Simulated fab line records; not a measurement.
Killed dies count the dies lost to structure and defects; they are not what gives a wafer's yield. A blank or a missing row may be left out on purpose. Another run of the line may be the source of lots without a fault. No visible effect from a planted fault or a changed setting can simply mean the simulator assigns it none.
Matching of chambers + flow sfqLine + 4 sister chambers for SFQ_TRILAYER_I6_CMP_CMP_166 on cmp-01
The step polishes SiO2. 14 wafers are shown with their chamber, then 7 later ones without.

== WAFERS PAIRED WITH THEIR CHAMBERS ==
| wafer  | chamber | motorCurrentA (A) | timeToEndpointS (s) | edgeZonePressureFrac |
|--------|---------|-------------------|---------------------|----------------------|
| L318.2 | 3       | 11.9              | 216                 | 0.993                |
| L318.4 | 2       | 8.8               | 221                 | 1.001                |
| L318.5 | 2       | 8.8               | 230                 | 1.003                |
| L320.1 | 0       | 12.2              | 229                 | 0.991                |
| L320.4 | 2       | 8.8               | 230                 | 0.998                |
| L320.6 | 3       | 12.3              | 223                 | 1.003                |
| L323.3 | 0       | 11.9              | 214                 | 1.003                |
| L323.4 | 3       | 11.3              | 209                 | 1.002                |
| L323.6 | 1       | 9.5               | 214                 | 0.999                |
| L325.3 | 3       | 12.4              | 203                 | 1.002                |
| L325.4 | 2       | 9.2               | 216                 | 1.007                |
| L325.6 | 2       | 9.0               | 214                 | 0.997                |
| L330.3 | 1       | 9.1               | 211                 | 1.006                |
| L330.5 | 2       | 8.7               | 221                 | 1.003                |

SIGNATURES, as means of the wafers listed above
| reading              | chamber 0 | chamber 1 | chamber 2 | chamber 3 | scatter within a chamber |
|----------------------|-----------|-----------|-----------|-----------|--------------------------|
| motorCurrentA        | 12.050    | 9.300     | 8.883     | 11.975    | 0.323                    |
| timeToEndpointS      | 221.50    | 212.50    | 222.00    | 212.75    | 7.56                     |
| edgeZonePressureFrac | 0.99700   | 1.00250   | 1.00150   | 1.00000   | 0.0048                   |
Rule: a wafer lies at a distance from a chamber equal to the root of the sum of squares, over the readings, of (its reading less the chamber's mean, divided by the reading's scatter). If the next closest chamber is less than 2 further off than the closest, the wafer can't be placed; otherwise it belongs to the closest. The scatter: take each reading less its chamber's mean, square it, sum over the shown wafers, divide by the number of wafers less the number of chambers, and take the root.

== WAFERS WITH NO CHAMBER GIVEN ==
| wafer  | motorCurrentA (A) | timeToEndpointS (s) | edgeZonePressureFrac |
|--------|-------------------|---------------------|----------------------|
| L330.6 | 12.5              | 211                 | 0.993                |
| L334.3 | 12.1              | 226                 | 1.003                |
| L334.4 | 8.9               | 227                 | 0.990                |
| L334.6 | 11.6              | 237                 | 1.003                |
| L341.3 | 11.6              | 211                 | 0.991                |
| L341.2 | 9.3               | 221                 | 0.995                |
| L341.5 | 11.3              | 229                 | 1.001                |

== WHICH CHAMBER EACH ONE RAN IN ==
| wafer  | from the rows above     | in truth |
|--------|-------------------------|----------|
| L330.6 | can't be placed: 0 or 3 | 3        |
| L334.3 | can't be placed: 0 or 3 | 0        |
| L334.4 | can't be placed: 2 or 1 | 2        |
| L334.6 | can't be placed: 0 or 3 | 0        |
| L341.3 | can't be placed: 3 or 0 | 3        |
| L341.2 | can't be placed: 2 or 1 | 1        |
| L341.5 | can't be placed: 0 or 3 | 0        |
Placed correctly: 0 of 7. Cannot be placed on the basis of these rows: 7; the candidates contain the true chamber in 7. Wrongly placed: 0.
